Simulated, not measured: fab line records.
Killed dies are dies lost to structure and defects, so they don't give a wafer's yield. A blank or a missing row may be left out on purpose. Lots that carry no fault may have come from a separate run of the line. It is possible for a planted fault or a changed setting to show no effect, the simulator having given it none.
A struck lot beside a sound one + flow sky130 + 43 out of 708 route steps
Sound: wafers L843.1, L843.3, L843.4. Wafers struck: L850.1, L850.2, L850.4. The cause is given at the end.
Each step with rows lists, per side, the tool, then ch with its chambers, then its first start. Under that, the readings that differ: sound wafers + struck wafers + difference of the means + sigmas: that difference in standard deviations of wafers without a fault.
alike: a reading whose means differ by less than 2 such deviations, as well as words and numbers matching on both sides. not compared: withheld readings; readings where some wafer has no value; bounds like >300 that might hide an equal value; numbers whose values overlap and for which the record gives no deviation.
The two part at a step that has a row with sigmas, a row that says differs or no value, or rows on one side only. Numbers that have no deviation but don't overlap get no sigmas and don't part them. A reading that every wafer of one side lacks parts them only if that side has two wafers or more.

first, 3 steps without rows for these wafers: SKY_SONOS_TUNNEL_EXPOSE_04 (exposes mask TUNM, target cd 410 nm); SKY_SONOS_TUNNEL_PEB_05; SKY_SONOS_TUNNEL_DEVELOP_06 (develop time 60 s).
SKY_SONOS_TUNNEL_CD_MEAS_07: the cd target is 410 nm.
  sound on cd_sem-01, day 12 01:01; struck on cd_sem-02, day 14 06:03
  alike: cd_nm
SKY_SONOS_TUNNEL_OVL_MEAS_08:
  sound on overlay-02, day 12 01:08; struck on overlay-01, day 14 06:10
| reading               | sound          | struck      | difference | sigmas |
|-----------------------|----------------|-------------|------------|--------|
| SONOS_TUNNEL_OVL (nm) | -2.6 -3.2 -1.4 | 3.5 2.3 2.4 | +5.1       | +3     |
then, 3 steps without rows for these wafers: SKY_SONOS_TUNNEL_IMPLANT_09; SKY_SONOS_TUNNEL_WET_ETCH_10 (etches SiO2 in dHF, target depth 14 nm, time 280 s); SKY_SONOS_TUNNEL_STRIP_11 (strips in SPM, time 600 s).
SKY_SONOS_TUNNEL_TW_MEAS_12:
  sound on film_metro-02, day 12 01:36; struck on film_metro-01, day 14 06:37
  alike: SONOS_TUNNEL_TW
then, 2 steps without rows for these wafers: SKY_SONOS_TUNNEL_CLEAN_13 (cleans in dHF, time 20 s); SKY_SONOS_ONO_OXIDATION_00 (stabilise 600 s, purge 300 s, target thk 2.6 nm).
SKY_SONOS_ONO_THK_MEAS_01:
  sound on film_metro-04, day 12 04:10; struck on film_metro-03, day 14 10:34
  alike: SONOS_ONO_OXIDATION_THK
SKY_SONOS_ONO_CVD_02: deposits Si3N4 from DCS/NH3, target thk 10.5 nm, time 180 s.
  sound on lpcvd-02 ch 0, day 12 05:47; struck on lpcvd-02 ch 1, day 14 10:37
| reading                   | sound          | struck         | difference | sigmas |
|---------------------------|----------------|----------------|------------|--------|
| zone_power_bottom_pct (%) | 17.3 17.4 17.8 | 18.6 18.4 18.2 | +0.9       | +3     |
SKY_SONOS_ONO_THK_MEAS_03:
  sound on film_metro-04, day 12 06:50; struck on film_metro-02, day 14 11:40
  alike: SONOS_ONO_CVD_02_THK
then, 1 step without rows for these wafers: SKY_SONOS_ONO_CVD_04 (deposits SiO2 from SiH4/N2O, target thk 5.7199 nm).
SKY_SONOS_ONO_THK_MEAS_05:
  sound on film_metro-02, day 12 08:08; struck on film_metro-03, day 14 12:59
  alike: SONOS_ONO_CVD_04_THK
then, 7 steps without rows for these wafers: SKY_SONOS_ONO_DEHYDRATE_06 (time 60 s); SKY_SONOS_ONO_HMDS_07 (prime time 60 s); SKY_SONOS_ONO_COAT_08 (resist thk 1140 nm); SKY_SONOS_ONO_SOFTBAKE_09 (time 60 s); SKY_SONOS_ONO_EXPOSE_10 (exposes mask ONOM, target cd 410 nm); SKY_SONOS_ONO_PEB_11; SKY_SONOS_ONO_DEVELOP_12 (develop time 60 s).
SKY_SONOS_ONO_CD_MEAS_13: the cd target is 410 nm.
  sound on cd_sem-01, day 13 08:06; struck on cd_sem-01, day 15 14:41
  alike: cd_nm
SKY_SONOS_ONO_OVL_MEAS_14:
  sound on overlay-01, day 13 08:13; struck on overlay-02, day 15 14:49
  alike: SONOS_ONO_OVL
SKY_SONOS_ONO_ETCH_15: etches the open film in CHF3/O2, target depth 19.52 nm, time 7.8 s.
  sound on rie_diel-02 ch 0,2,3, day 13 08:15; struck on rie_diel-03 ch 1,2,3, day 15 14:50
| reading                | sound    | struck | difference | sigmas |
|------------------------|----------|--------|------------|--------|
| rf_hours_counter_h (h) | 43 6 104 | 1 4 3  | -48        |        |
  alike: drypump_motor_current_A, oes_product_au, throttle_valve_pct
then, 1 step without rows for these wafers: SKY_SONOS_ONO_WET_ETCH_16 (etches SiO2 in dHF, target depth 14 nm, time 280 s).
SKY_SONOS_ONO_STRIP_17: strips in O2/N2.
  sound on plasma_asher-03 ch 0,1, day 13 08:22; struck on plasma_asher-01 ch 0,1, day 15 14:57
  alike: drypump_motor_current_A, n2_flow_sccm, oes_product_au, strip_time_to_endpoint_s
  not compared: rf_hours_counter_h
then, 3 steps without rows for these wafers: SKY_SONOS_ONO_WET_ETCH_18 (etches Si3N4 in H3PO4, target depth 15 nm, time 172 s); SKY_GATE_OXIDE_CLEAN_00 (cleans in SC1/SC2, time 150 s); SKY_GATE_OXIDE_OXIDATION_01 (stabilise 600 s, purge 300 s, target thk 10.268 nm).
SKY_GATE_OXIDE_THK_MEAS_02:
  sound on film_metro-01, day 13 10:02; struck on film_metro-03, day 15 19:49
  alike: GATE_OXIDE_OXIDATION_00_THK
then, 7 steps without rows for these wafers: SKY_GATE_OXIDE_DEHYDRATE_03 (time 60 s); SKY_GATE_OXIDE_HMDS_04 (prime time 60 s); SKY_GATE_OXIDE_COAT_05 (resist thk 1140 nm); SKY_GATE_OXIDE_SOFTBAKE_06 (time 60 s); SKY_GATE_OXIDE_EXPOSE_07 (exposes mask LVOM, target cd 600 nm); SKY_GATE_OXIDE_PEB_08; SKY_GATE_OXIDE_DEVELOP_09 (develop time 60 s).
SKY_GATE_OXIDE_OVL_MEAS_10:
  sound on overlay-01, day 14 11:55; struck on overlay-02, day 16 23:12
  alike: GATE_OXIDE_OVL
then, 2 steps without rows for these wafers: SKY_GATE_OXIDE_IMPLANT_11; SKY_GATE_OXIDE_WET_ETCH_12 (etches SiO2 in dHF, target depth 16.8 nm, time 336 s).
-- a jump in the record: the struck wafers' starts before and after are 31 days apart (it breaks off in module GATE_OXIDE and resumes in module PAD_OPEN, where the first step shown is number 708 of the route) --
SKY_PAD_OPEN_PROBE_99:
  the record has rows for the struck wafers here (prober-02, day 48 00:46) and none for the sound ones

== WHERE THEY PART ==
Last at SKY_PAD_OPEN_PROBE_99 as far as this record goes, first at SKY_SONOS_TUNNEL_OVL_MEAS_08.

WHY: what had been put in by the simulator
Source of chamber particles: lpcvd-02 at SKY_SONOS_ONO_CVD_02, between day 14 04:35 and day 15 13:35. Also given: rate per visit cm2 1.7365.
